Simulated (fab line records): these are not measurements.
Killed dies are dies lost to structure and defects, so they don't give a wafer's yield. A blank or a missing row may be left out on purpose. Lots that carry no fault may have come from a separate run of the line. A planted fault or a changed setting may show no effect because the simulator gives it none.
fab line records    flow sfq_line
[record] lots = 5  wafers = 23
route steps=325 shown I3@140 M4@149 I4@167 JJ@179 M5@198
start_h: hours from the record's opening day to when the first of the lot's shown wafers began    wait_h: time in hours since the lot's previous step    " repeats the value in the row above    L1.1+2: a row that stands for several wafers    - value missing, or start not given    * or withheld: withheld    < > ~ a bound
route shown NAME@n: NAME is a module with steps in the file, n the number in the route of the first one    usual: mean/standard deviation taken from wafers without a fault    same: alike in all rows    chamber/n: place in a boat    sites: readings site by site    _std_site: how widely they spread, as a standard deviation    _edge_site: the outer-site mean with the inner-site mean subtracted    radius_mm: for every site, how far away it sits from the centre of the wafer    mask NAME#n: copy n    behind: the last tool/chamber to shape the wafer    hold: why the lot went on hold/how many hours it stayed there/how the hold came to an end    device: transistor that didn't switch, given as n, p or np    end of line: the same wafers' tests at the end of the route    a step with no rows: only its recipe    killed: count of dies lost to structure and defects at first sort (not the wafer's yield)    map: per-die view of a wafer (x killed, . not killed, _ where there is no die)
set.NAME: the setting that was run; set.NAME@STEP: the one run at that earlier step    model.NAME: the simulator's own value behind a step, which no gauge read
lots where settings were altered on purpose, with a table for each step and a row for each wafer
[[steps]]
[step SFQ_TRILAYER_I3_VIA_LITHO_EXPOSE_086]
[recipe] mask_id = I3  na = 0.6  source_shape = conventional  sigma_outer = 0.65  target_cd_nm = 500  dose_mj = 21.3
lot.wafer   tool            chamber  start_h  wait_h  mask  set.dose_mj
L077.1+3+5  krf_scanner-02  0        938.87   -       I3#0  21.3
L077.2+4    "               0        "        "       I3#0  22.68
L078.1+6    krf_scanner-02  0        942.47   -       I3#0  22.03
L078.2+3+4  "               0        "        "       I3#0  21.3
L079.1+3    krf_scanner-01  0        972.61   -       I3#0  20.09
L079.2+4+6  "               0        "        "       I3#0  21.3
L081.1+2+4  krf_scanner-01  0        981.11   -       I3#0  19.75
L081.5+6    "               0        "        "       I3#0  21.3
L085.3+4+6  krf_scanner-01  0        1014.64  -       I3#0  21.3
[step SFQ_TRILAYER_I3_VIA_LITHO_PEB_088]
[recipe] peb_temp_c = 115  peb_time_s = 60  resist = KrF
[step SFQ_TRILAYER_I3_VIA_LITHO_DEVELOP_087]
[recipe] time_s = 60  resist = KrF
[step SFQ_TRILAYER_I3_VIA_BARC_OPEN_VIA_ETCH_121]
[recipe] mask_material = PR  chemistry = O2  target_depth_nm = 125  target = BARC  source_w = 500  bias_w = 80  pressure_mtorr = 30  time_s = 41.7
lot.wafer  tool         chamber  start_h  wait_h  set.dose_mj@TRILAYER_I3_VIA_LITHO_EXPOSE_086  model.I3.cd_nm
L077.1     rie_diel-03  0        940.40   0.0     21.3                                          500
L077.2     "            2        "        "       22.68                                         510.4
L077.3     "            1        "        "       21.3                                          499.6
L077.4     "            3        "        "       22.68                                         510.5
L077.5     "            2        "        "       21.3                                          498.8
L078.1     rie_diel-03  0        944.00   0.0     22.03                                         505.9
L078.2     "            3        "        "       21.3                                          499
L078.3     "            2        "        "       21.3                                          499.4
L078.4     "            1        "        "       21.3                                          499.9
L078.6     "            1        "        "       22.03                                         504.2
L079.1     rie_diel-01  2        974.15   0.0     20.09                                         487.6
L079.2     "            0        "        "       21.3                                          498
L079.3     "            1        "        "       20.09                                         488.9
L079.4+6   "            3        "        "       21.3                                          499.4
L081.1     rie_diel-01  2        982.65   0.0     19.75                                         486.1
L081.2     "            3        "        "       19.75                                         488.1
L081.4     "            0        "        "       19.75                                         487.5
L081.5     "            1        "        "       21.3                                          499.8
L081.6     "            0        "        "       21.3                                          498.3
L085.3+6   rie_diel-04  2,3      1015.78  0.0     21.3                                          500.4
L085.4     "            0        "        "       21.3                                          501.6
[step SFQ_TRILAYER_I3_VIA_ETCH_VIA_ETCH_088]
[recipe] target = SiO2  stop_on = Nb  mask_material = PR  taper_deg = 20  chemistry = CHF3  target_depth_nm = 260  source_w = 500  bias_w = 80  pressure_mtorr = 30  time_s = withheld
[usual] oes_product_au = 0.853/0.0043
lot.wafer  tool         chamber  start_h  wait_h  set.leave_above_ref_nm@TRILAYER_I3_CMP_CMP_082  set.dose_mj@TRILAYER_I3_VIA_LITHO_EXPOSE_086  oes_product_au  model.I3.cd_nm  model.I3.feature_depth_nm
L077.1     rie_diel-03  0        940.44   0.0     192.6                                           21.3                                          0.833           501.4           192.5
L077.2     "            2        "        "       200                                             22.68                                         0.851           511.6           198.8
L077.3     "            1        "        "       200                                             21.3                                          0.854           500.4           199.2
L077.4     "            3        "        "       192.6                                           22.68                                         0.835           511.4           191.7
L077.5     "            2        "        "       200                                             21.3                                          0.844           500.9           198.4
L078.1     rie_diel-03  0        944.04   0.0     200                                             22.03                                         0.855           507.2           198.5
L078.2     "            3        "        "       200                                             21.3                                          0.857           499.8           197.9
L078.3     "            2        "        "       200                                             21.3                                          0.856           499.8           199.4
L078.4     "            1        "        "       213.4                                           21.3                                          0.881           499.6           210.7
L078.6     "            1        "        "       213.4                                           22.03                                         0.881           505.3           211.3
L079.1     rie_diel-01  2        974.19   0.0     200                                             20.09                                         0.849           486.4           199.2
L079.2     "            0        "        "       200                                             21.3                                          0.857           497.2           198.6
L079.3     "            1        "        "       200                                             20.09                                         0.852           486.4           199.7
L079.4     "            3        "        "       200                                             21.3                                          0.850           499             199
L079.6     "            3        "        "       200                                             21.3                                          0.849           497.7           199.3
L081.1     rie_diel-01  2        982.69   0.0     200                                             19.75                                         0.850           484.7           198.4
L081.2     "            3        "        "       200                                             19.75                                         0.847           486.8           199.4
L081.4     "            0        "        "       187.3                                           19.75                                         0.824           487.4           185.6
L081.5     "            1        "        "       187.3                                           21.3                                          0.819           499.3           186.1
L081.6     "            0        "        "       200                                             21.3                                          0.847           497.7           198
L085.3     rie_diel-04  2        1015.82  0.0     200                                             21.3                                          0.852           501.3           199.3
L085.4     "            0        "        "       200                                             21.3                                          0.856           502.1           199.6
L085.6     "            3        "        "       200                                             21.3                                          0.849           500.2           199.6
[step SFQ_TRILAYER_M4_DEP_SPUTTER_091]
[recipe] material = Nb  base_pressure_pa = 1.33e-06  chamber_pressure_pa = 0.1333  substrate_temp_c = 20  resputter_cathode_voltage_v = 400  target_thk_nm = 200  power_w = 2000  time_s = 133.3
lot.wafer  tool            chamber  start_h  wait_h  set.time_s  model.Nb_of_TRILAYER_M4_DEP_SPUTTER_091.thk_nm
L077.1     pvd_sputter-06  -        941.36   0.0     133.3       206.1
L077.2     "               -        "        "       133.3       203.9
L077.3     "               -        "        "       114.4       177.3
L077.4     "               -        "        "       114.4       175.9
L077.5     "               -        "        "       114.4       176.4
L078.1     pvd_sputter-06  -        945.56   0.0     133.3       203
L078.2     "               -        "        "       133.3       203.1
L078.3     "               -        "        "       133.3       201.8
L078.4     "               -        "        "       133.3       202.8
L078.6     "               -        "        "       133.3       204.5
L079.1     pvd_sputter-06  -        975.71   0.0     149         223.6
L079.2     "               -        "        "       149         221.9
L079.3     "               -        "        "       133.3       199.5
L079.4     "               -        "        "       149         224.5
L079.6     "               -        "        "       133.3       199.4
L081.1     pvd_sputter-03  -        983.61   0.0     133.3       199.7
L081.2     "               -        "        "       133.3       197
L081.4     "               -        "        "       133.3       198
L081.5     "               -        "        "       133.3       198.4
L081.6     "               -        "        "       133.3       197.8
L085.3     pvd_sputter-03  -        1016.73  0.0     133.3       199.9
L085.4     "               -        "        "       133.3       200.5
L085.6     "               -        "        "       133.3       201.3
[step SFQ_M4_RS_MEAS_924]
[recipe] thk_meas_gauge = four-point-probe  reads = Nb_of_TRILAYER_M4_DEP_SPUTTER_091
[usual] M4_NB_RS = 0.886/0.01
lot.wafer  tool           chamber  start_h  wait_h  set.time_s@TRILAYER_M4_DEP_SPUTTER_091  M4_NB_RS[ohm/sq]
L077.1     film_metro-01  -        941.45   0.0     133.3                                   0.862
L077.2     "              -        "        "       133.3                                   0.872
L077.3     "              -        "        "       114.4                                   1.006
L077.4     "              -        "        "       114.4                                   1.015
L077.5     "              -        "        "       114.4                                   1.009
L078.1     film_metro-03  -        945.65   0.0     133.3                                   0.877
L078.2     "              -        "        "       133.3                                   0.876
L078.3     "              -        "        "       133.3                                   0.880
L078.4     "              -        "        "       133.3                                   0.876
L078.6     "              -        "        "       133.3                                   0.867
L079.1     film_metro-01  -        975.80   0.0     149                                     0.794
L079.2     "              -        "        "       149                                     0.802
L079.3     "              -        "        "       133.3                                   0.892
L079.4     "              -        "        "       149                                     0.791
L079.6     "              -        "        "       133.3                                   0.892
L081.1     film_metro-01  -        983.70   0.0     133.3                                   0.892
L081.2     "              -        "        "       133.3                                   0.902
L081.4     "              -        "        "       133.3                                   0.898
L081.5     "              -        "        "       133.3                                   0.896
L081.6     "              -        "        "       133.3                                   0.899
L085.3     film_metro-04  -        1016.86  0.1     133.3                                   0.889
L085.4     "              -        "        "       133.3                                   0.888
L085.6     "              -        "        "       133.3                                   0.883
[step SFQ_TRILAYER_M4_LITHO_COAT_093]
[recipe] resist = KrF  spin_rpm = 3000  resist_thk_nm = 600
lot.wafer  tool            chamber  start_h  wait_h  set.spin_rpm  model.KrF_of_TRILAYER_M4_LITHO_COAT_093.thk_nm
L077.1     litho_track-02  0        941.98   0.2     3099          588.5
L077.2     "               0        "        "       3000          599.5
L077.3+4   "               0        "        "       3000          -
L077.5     "               0        "        "       3099          -
L078.1     litho_track-02  0        946.13   0.2     2882          608.7
L078.2     "               0        "        "       3000          599.1
L078.3     "               0        "        "       2882          609.8
L078.4     "               0        "        "       2882          610.2
L078.6     "               0        "        "       3000          597.8
L079.1+4   litho_track-02  0        976.28   0.2     2790          -
L079.2     "               0        "        "       3000          -
L079.3     "               0        "        "       3000          599.9
L079.6     "               0        "        "       3000          599.4
L081.1     litho_track-01  0        984.18   0.2     3000          598.3
L081.2     "               0        "        "       3000          601.1
L081.4     "               0        "        "       3000          599.4
L081.5     "               0        "        "       3000          598.7
L081.6     "               0        "        "       3000          601.2
L085.3     litho_track-02  0        1017.40  0.2     3000          603.3
L085.4     "               0        "        "       3000          602.4
L085.6     "               0        "        "       3000          601
[step SFQ_TRILAYER_M4_ETCH_METAL_ETCH_096]
[recipe] target = Nb  stop_on = SiO2  mask_material = PR  chemistry = Cl2/Ar  target_depth_nm = 240  icp_w = 600  bias_w = 80  pressure_mtorr = 10  time_s = 120
[usual] oes_product_au = 0.896/0.0075
lot.wafer  tool          chamber  start_h  wait_h  set.icp_w  set.time_s@TRILAYER_M4_DEP_SPUTTER_091  oes_product_au
L077.1     rie_metal-01  0        1075.15  0.1     637.3      133.3                                   0.910
L077.2     "             0        "        "       637.3      133.3                                   0.897
L077.3     "             0        "        "       637.3      114.4                                   0.834
L077.4     "             0        "        "       600        114.4                                   0.825
L077.5     "             0        "        "       600        114.4                                   0.828
L078.1     rie_metal-01  0        1082.35  0.1     635.7      133.3                                   0.896
L078.2     "             0        "        "       600        133.3                                   0.904
L078.3     "             0        "        "       600        133.3                                   0.900
L078.4     "             0        "        "       635.7      133.3                                   0.906
L078.6     "             0        "        "       635.7      133.3                                   0.903
L079.1     rie_metal-01  0        1121.58  0.0     600        149                                     0.956
L079.2     "             1        "        "       600        149                                     0.949
L079.3     "             1        "        "       559.3      133.3                                   0.887
L079.4     "             0        "        "       559.3      149                                     0.952
L079.6     "             0        "        "       600        133.3                                   0.893
L081.1     rie_metal-01  0        1131.18  0.0     649.4      133.3                                   0.889
L081.2     "             1        "        "       600        133.3                                   0.892
L081.4     "             1        "        "       600        133.3                                   0.891
L081.5     "             0        "        "       649.4      133.3                                   0.892
L081.6     "             1        "        "       600        133.3                                   0.885
L085.3     rie_metal-01  0        1144.55  0.1     600        133.3                                   0.898
L085.4     "             1        "        "       600        133.3                                   0.895
L085.6     "             0        "        "       600        133.3                                   0.902
[step SFQ_TRILAYER_I4_VIA_LITHO_COAT_108]
[recipe] resist = BARC  spin_rpm = 3000  resist_thk_nm = 62
lot.wafer  tool            chamber  start_h  wait_h  set.resist_thk_nm  model.BARC_of_TRILAYER_I4_VIA_LITHO_COAT_108.thk_nm
L077.1     litho_track-01  0        1085.89  1.0     62                 61.9
L077.2     "               0        "        "       62                 61.99
L077.3     "               0        "        "       59.75              59.64
L077.4     "               0        "        "       62                 61.91
L077.5     "               0        "        "       59.75              59.89
L078.1     litho_track-02  0        1092.62  1.0     62                 62.39
L078.2     "               0        "        "       62                 62.24
L078.3     "               0        "        "       62                 62.36
L078.4     "               0        "        "       62                 62.47
L078.6     "               0        "        "       62                 62.49
L079.1     litho_track-04  0        1133.41  1.0     62                 61.88
L079.2     "               0        "        "       62                 61.72
L079.3     "               0        "        "       62                 61.61
L079.4     "               0        "        "       63.31              63.09
L079.6     "               0        "        "       63.31              63.17
L081.1     litho_track-01  0        1145.41  1.0     59.24              59.12
L081.2     "               0        "        "       62                 61.55
L081.4     "               0        "        "       62                 61.74
L081.5     "               0        "        "       62                 61.83
L081.6     "               0        "        "       59.24              59.05
L085.3     litho_track-04  0        1158.20  0.7     62                 62.02
L085.4     "               0        "        "       62                 61.93
L085.6     "               0        "        "       62                 61.89
[step SFQ_TRILAYER_I4_VIA_LITHO_PEB_106]
[recipe] peb_temp_c = 115  peb_time_s = 60  resist = KrF
lot.wafer   tool            chamber  start_h  wait_h  set.peb_temp_c
L077.1+4    litho_track-02  0        1225.53  1.0     116.1
L077.2+3+5  "               0        "        "       115
L078.1+2+6  litho_track-02  0        1231.53  1.0     117.5
L078.3+4    "               0        "        "       115
L079.1+3+4  litho_track-01  0        1261.53  1.0     115
L079.2+6    "               0        "        "       111.3
L081.1+2    litho_track-02  0        1274.86  1.0     116.9
L081.4+5+6  "               0        "        "       115
L085.3+4+6  litho_track-01  0        1295.31  0.7     115
[step SFQ_TRILAYER_I4_VIA_LITHO_DEVELOP_105]
[recipe] time_s = 60  resist = KrF
[step SFQ_TRILAYER_I4_VIA_BARC_OPEN_VIA_ETCH_146]
[recipe] mask_material = PR  chemistry = O2  target_depth_nm = 125  target = BARC  source_w = 500  bias_w = 80  pressure_mtorr = 30  time_s = 41.7
lot.wafer  tool         chamber  start_h  wait_h  set.peb_temp_c@TRILAYER_I4_VIA_LITHO_PEB_106  model.I4.cd_nm
L077.1     rie_diel-01  0        1225.87  0.0     116.1                                         720.1
L077.2     "            1        "        "       115                                           700.2
L077.3+5   "            3,1      "        "       115                                           700.3
L077.4     "            2        "        "       116.1                                         717.9
L078.1     rie_diel-03  3        1231.87  0.0     117.5                                         738.1
L078.2     "            0        "        "       117.5                                         741
L078.3     "            1        "        "       115                                           698
L078.4     "            2        "        "       115                                           699.6
L078.6     "            0        "        "       117.5                                         740.8
L079.1     rie_diel-01  3        1261.87  0.0     115                                           701.5
L079.2     "            2        "        "       111.3                                         623
L079.3     "            0        "        "       115                                           700.6
L079.4     "            1        "        "       115                                           700.2
L079.6     "            0        "        "       111.3                                         621.5
L081.1     rie_diel-02  1        1275.19  0.0     116.9                                         731.7
L081.2     "            2        "        "       116.9                                         730.6
L081.4     "            0        "        "       115                                           697.4
L081.5     "            3        "        "       115                                           699.6
L081.6     "            2        "        "       115                                           699.2
L085.3+6   rie_diel-01  0,1      1295.59  0.0     115                                           698.6
L085.4     "            3        "        "       115                                           699.3
[step SFQ_TRILAYER_JJ_TRILAYER_DEP_SPUTTER_109]
[recipe] material = Nb  base_pressure_pa = 1.33e-06  chamber_pressure_pa = 0.1333  substrate_temp_c = 20  target_thk_nm = 150  power_w = 2000  time_s = 100
lot.wafer  tool            chamber  start_h  wait_h  set.power_w  model.Nb_of_TRILAYER_JJ_TRILAYER_DEP_SPUTTER_109.thk_nm
L077.1     pvd_sputter-06  -        1226.82  0.0     2000         149.6
L077.2     "               -        "        "       1939         146.4
L077.3     "               -        "        "       2000         149
L077.4     "               -        "        "       1939         145.1
L077.5     "               -        "        "       1939         145.9
L078.1     pvd_sputter-04  -        1232.82  0.0     2000         150.4
L078.2     "               -        "        "       2094         156.1
L078.3     "               -        "        "       2000         149.8
L078.4     "               -        "        "       2094         155.6
L078.6     "               -        "        "       2000         149.2
L079.1     pvd_sputter-05  -        1262.84  0.0     2000         148.8
L079.2     "               -        "        "       2068         153
L079.3     "               -        "        "       2068         151.7
L079.4     "               -        "        "       2068         152.6
L079.6     "               -        "        "       2000         149.3
L081.1     pvd_sputter-04  -        1276.16  0.0     2000         150
L081.2     "               -        "        "       1866         138.2
L081.4     "               -        "        "       2000         148.4
L081.5     "               -        "        "       2000         148.6
L081.6     "               -        "        "       1866         138.1
L085.3     pvd_sputter-06  -        1296.55  0.0     2000         149.2
L085.4     "               -        "        "       2000         150.5
L085.6     "               -        "        "       2000         150
[step SFQ_TRILAYER_JJ_TRILAYER_DEP_SPUTTER_112]
[recipe] material = Nb  base_pressure_pa = 1.33e-06  chamber_pressure_pa = 0.1333  substrate_temp_c = 20  target_thk_nm = 170  power_w = 2000  time_s = 113.3
lot.wafer  tool            chamber  start_h  wait_h  set.power_w  model.Nb_of_TRILAYER_JJ_TRILAYER_DEP_SPUTTER_112.thk_nm
L077.1     pvd_sputter-06  -        1227.92  0.5     2000         172.4
L077.2     "               -        "        "       2141         185
L077.3     "               -        "        "       2141         183.9
L077.4     "               -        "        "       2141         183.7
L077.5     "               -        "        "       2000         172.7
L078.1     pvd_sputter-04  -        1233.92  0.5     2000         170.5
L078.2     "               -        "        "       2211         189.1
L078.3     "               -        "        "       2211         189
L078.4     "               -        "        "       2211         188.3
L078.6     "               -        "        "       2000         170.3
L079.1     pvd_sputter-05  -        1263.93  0.5     2200         183.4
L079.2     "               -        "        "       2000         168.8
L079.3     "               -        "        "       2200         184.3
L079.4     "               -        "        "       2000         167.3
L079.6     "               -        "        "       2000         167.7
L081.1     pvd_sputter-04  -        1277.26  0.5     2000         172.8
L081.2     "               -        "        "       2000         172.4
L081.4     "               -        "        "       2000         171.4
L081.5     "               -        "        "       1780         153.5
L081.6     "               -        "        "       1780         151.8
L085.3     pvd_sputter-06  -        1297.64  0.5     2000         171.7
L085.4     "               -        "        "       2000         170.2
L085.6     "               -        "        "       2000         172.5
[step SFQ_JJ_RS_MEAS_929]
[recipe] thk_meas_gauge = four-point-probe  reads = Nb_of_TRILAYER_JJ_TRILAYER_DEP_SPUTTER_112
[usual] JJ_NB_RS = 1.045/0.013
lot.wafer  tool           chamber  start_h  wait_h  set.power_w@TRILAYER_JJ_TRILAYER_DEP_SPUTTER_112  JJ_NB_RS[ohm/sq]
L077.1     film_metro-01  -        1228.00  0.0     2000                                              1.034
L077.2     "              -        "        "       2141                                              0.963
L077.3     "              -        "        "       2141                                              0.969
L077.4     "              -        "        "       2141                                              0.970
L077.5     "              -        "        "       2000                                              1.032
L078.1     film_metro-02  -        1234.00  0.0     2000                                              1.045
L078.2     "              -        "        "       2211                                              0.940
L078.3     "              -        "        "       2211                                              0.942
L078.4     "              -        "        "       2211                                              0.943
L078.6     "              -        "        "       2000                                              1.048
L079.1     film_metro-01  -        1264.01  0.0     2200                                              0.970
L079.2     "              -        "        "       2000                                              1.059
L079.3     "              -        "        "       2200                                              0.967
L079.4     "              -        "        "       2000                                              1.066
L079.6     "              -        "        "       2000                                              1.063
L081.1     film_metro-01  -        1277.34  0.0     2000                                              1.032
L081.2     "              -        "        "       2000                                              1.036
L081.4     "              -        "        "       2000                                              1.037
L081.5     "              -        "        "       1780                                              1.162
L081.6     "              -        "        "       1780                                              1.173
L085.3     film_metro-03  -        1297.76  0.1     2000                                              1.035
L085.4     "              -        "        "       2000                                              1.046
L085.6     "              -        "        "       2000                                              1.035
[step SFQ_TRILAYER_JJ_CE_LITHO_PEB_117]
[recipe] peb_temp_c = 115  peb_time_s = 60  resist = KrF
lot.wafer       tool            chamber  start_h  wait_h  set.peb_temp_c
L077.1+2+5      litho_track-04  0        1356.05  1.0     115
L077.3+4        "               0        "        "       118.4
L078.1+2+3+4+6  litho_track-02  0        1359.65  1.0     115
L079.1+3+6      litho_track-03  0        1383.65  1.0     116.7
L079.2+4        "               0        "        "       115
L081.1+5+6      litho_track-03  0        1398.18  1.0     115
L081.2+4        "               0        "        "       116.2
L085.3+4+6      litho_track-03  0        1416.04  0.7     115
[step SFQ_TRILAYER_JJ_CE_LITHO_DEVELOP_116]
[recipe] time_s = 60  resist = KrF
[step SFQ_TRILAYER_JJ_CE_METRO_MEASURE_117]
[usual] cd_nm = 704.2/1.1
lot.wafer  tool       chamber  start_h  wait_h  set.peb_temp_c@TRILAYER_JJ_CE_LITHO_PEB_117  cd_nm
L077.1     cd_sem-01  -        1356.39  0.0     115                                          703.7
L077.2     "          -        "        "       115                                          704.6
L077.3     "          -        "        "       118.4                                        649.4
L077.4     "          -        "        "       118.4                                        648.6
L077.5     "          -        "        "       115                                          704.4
L078.1     cd_sem-02  -        1359.99  0.0     115                                          702.6
L078.2     "          -        "        "       115                                          704.0
L078.3     "          -        "        "       115                                          702.6
L078.4     "          -        "        "       115                                          702.1
L078.6     "          -        "        "       115                                          702.5
L079.1     cd_sem-01  -        1383.99  0.0     116.7                                        674.9
L079.2     "          -        "        "       115                                          705.7
L079.3     "          -        "        "       116.7                                        676.0
L079.4     "          -        "        "       115                                          705.6
L079.6     "          -        "        "       116.7                                        676.1
L081.1     cd_sem-01  -        1398.51  0.0     115                                          703.5
L081.2     "          -        "        "       116.2                                        683.2
L081.4     "          -        "        "       116.2                                        682.5
L081.5     "          -        "        "       115                                          703.4
L081.6     "          -        "        "       115                                          703.0
L085.3     cd_sem-02  -        1416.72  0.4     115                                          704.0
L085.4     "          -        "        "       115                                          704.1
L085.6     "          -        "        "       115                                          702.9
[step SFQ_TRILAYER_JJ_CE_BARC_OPEN_RIE_150]
[recipe] mask_material = PR  chemistry = O2  target_depth_nm = 240  target = BARC  icp_w = 600  bias_w = 80  pressure_mtorr = 10  time_s = 80
lot.wafer  tool          chamber  start_h  wait_h  set.peb_temp_c@TRILAYER_JJ_CE_LITHO_PEB_117  model.JJ.cd_nm
L077.1     rie_metal-02  0        1357.59  1.0     115                                          705.3
L077.2     "             1        "        "       115                                          705.5
L077.3     "             1        "        "       118.4                                        650.8
L077.4     "             0        "        "       118.4                                        651
L077.5     "             0        "        "       115                                          707.1
L078.1     rie_metal-02  0        1361.19  1.0     115                                          703.8
L078.2     "             1        "        "       115                                          702.5
L078.3     "             1        "        "       115                                          702.3
L078.4     "             0        "        "       115                                          703.2
L078.6     "             0        "        "       115                                          704.2
L079.1     rie_metal-04  0        1385.19  1.0     116.7                                        675.3
L079.2     "             1        "        "       115                                          705.7
L079.3     "             1        "        "       116.7                                        676.1
L079.4     "             0        "        "       115                                          705
L079.6     "             0        "        "       116.7                                        676.2
L081.1     rie_metal-02  0        1399.71  1.0     115                                          705.2
L081.2     "             1        "        "       116.2                                        682.6
L081.4     "             1        "        "       116.2                                        681.3
L081.5     "             0        "        "       115                                          705.4
L081.6     "             1        "        "       115                                          702.5
L085.3     rie_metal-04  0        1417.55  0.6     115                                          703.5
L085.4     "             1        "        "       115                                          703.9
L085.6     "             0        "        "       115                                          702.5
[step SFQ_TRILAYER_M5_LITHO_COAT_128]
[recipe] resist = BARC  spin_rpm = 3000  resist_thk_nm = 62
lot.wafer  tool            chamber  start_h  wait_h  set.resist_thk_nm  model.BARC_of_TRILAYER_M5_LITHO_COAT_128.thk_nm
L077.1     litho_track-01  0        1359.06  0.0     63.07              63.18
L077.2     "               0        "        "       62                 62.27
L077.3     "               0        "        "       63.07              63.04
L077.4     "               0        "        "       62                 62.11
L077.5     "               0        "        "       63.07              63.25
L078.1     litho_track-04  0        1362.71  0.0     62                 61.69
L078.2     "               0        "        "       65.32              65.06
L078.3     "               0        "        "       65.32              65.15
L078.4     "               0        "        "       62                 61.94
L078.6     "               0        "        "       65.32              65.08
L079.1     litho_track-01  0        1386.71  0.0     62                 62.26
L079.2     "               0        "        "       62                 62.25
L079.3+6   "               0        "        "       62                 62.23
L079.4     "               0        "        "       62                 62.19
L081.1     litho_track-01  0        1401.23  0.0     60.46              60.34
L081.2     "               0        "        "       62                 61.73
L081.4     "               0        "        "       62                 61.7
L081.5     "               0        "        "       60.46              60.19
L081.6     "               0        "        "       62                 61.63
L085.3     litho_track-04  0        1419.10  0.1     62                 61.97
L085.4     "               0        "        "       62                 61.78
L085.6     "               0        "        "       62                 61.96
[[key]]
[split] step = SFQ_TRILAYER_I3_VIA_LITHO_EXPOSE_086  setting = dose_mj  stated = 21.3  by = wafer
[response] step = SFQ_TRILAYER_I3_VIA_BARC_OPEN_VIA_ETCH_121  reading = model.I3.cd_nm  change = +1.7  per = 1%  r = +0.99
[response] step = SFQ_TRILAYER_I3_VIA_ETCH_VIA_ETCH_088  reading = model.I3.cd_nm  change = +1.77  per = 1%  r = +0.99
[split] step = SFQ_TRILAYER_M4_DEP_SPUTTER_091  setting = time_s  stated = 133.3  by = wafer
[response] step = SFQ_TRILAYER_M4_DEP_SPUTTER_091  reading = model.Nb_of_TRILAYER_M4_DEP_SPUTTER_091.thk_nm  change = +2.02  per = 1%  r = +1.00
[response] step = SFQ_M4_RS_MEAS_924  reading = M4_NB_RS  change = -0.0093  per = 1%  r = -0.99
[response] step = SFQ_TRILAYER_M4_ETCH_METAL_ETCH_096  reading = oes_product_au  change = +0.00525  per = 1%  r = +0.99
[split] step = SFQ_TRILAYER_M4_LITHO_COAT_093  setting = spin_rpm  stated = 3000  by = wafer
[response] step = SFQ_TRILAYER_M4_LITHO_COAT_093  reading = model.KrF_of_TRILAYER_M4_LITHO_COAT_093.thk_nm  change = -2.95  per = 1%  r = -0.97
[split] step = SFQ_TRILAYER_M4_ETCH_METAL_ETCH_096  setting = icp_w  stated = 600  by = wafer
response none clear
[split] step = SFQ_TRILAYER_I4_VIA_LITHO_COAT_108  setting = resist_thk_nm  stated = 62  by = wafer
[response] step = SFQ_TRILAYER_I4_VIA_LITHO_COAT_108  reading = model.BARC_of_TRILAYER_I4_VIA_LITHO_COAT_108.thk_nm  change = +0.6  per = 1%  r = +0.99
[split] step = SFQ_TRILAYER_I4_VIA_LITHO_PEB_106  setting = peb_temp_c  stated = 115  by = wafer
[response] step = SFQ_TRILAYER_I4_VIA_BARC_OPEN_VIA_ETCH_146  reading = model.I4.cd_nm  change = +22.1  per = 1%  r = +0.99
[split] step = SFQ_TRILAYER_JJ_TRILAYER_DEP_SPUTTER_109  setting = power_w  stated = 2000  by = wafer
[response] step = SFQ_TRILAYER_JJ_TRILAYER_DEP_SPUTTER_109  reading = model.Nb_of_TRILAYER_JJ_TRILAYER_DEP_SPUTTER_109.thk_nm  change = +1.4  per = 1%  r = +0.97
[split] step = SFQ_TRILAYER_JJ_TRILAYER_DEP_SPUTTER_112  setting = power_w  stated = 2000  by = wafer
[response] step = SFQ_TRILAYER_JJ_TRILAYER_DEP_SPUTTER_112  reading = model.Nb_of_TRILAYER_JJ_TRILAYER_DEP_SPUTTER_112.thk_nm  change = +1.7  per = 1%  r = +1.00
[response] step = SFQ_JJ_RS_MEAS_929  reading = JJ_NB_RS  change = -0.0104  per = 1%  r = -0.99
[split] step = SFQ_TRILAYER_JJ_CE_LITHO_PEB_117  setting = peb_temp_c  stated = 115  by = wafer
[response] step = SFQ_TRILAYER_JJ_CE_METRO_MEASURE_117  reading = cd_nm  change = -19.1  per = 1%  r = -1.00
[response] step = SFQ_TRILAYER_JJ_CE_BARC_OPEN_RIE_150  reading = model.JJ.cd_nm  change = -19.1  per = 1%  r = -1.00
[split] step = SFQ_TRILAYER_M5_LITHO_COAT_128  setting = resist_thk_nm  stated = 62  by = wafer
[response] step = SFQ_TRILAYER_M5_LITHO_COAT_128  reading = model.BARC_of_TRILAYER_M5_LITHO_COAT_128.thk_nm  change = +0.602  per = 1%  r = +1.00
split outside_this_file step=SFQ_TRILAYER_I3_CMP_CMP_082 setting=leave_above_ref_nm
// split outside_this_file: this setting was split too, and the file shows its column; the key of that split is in another file
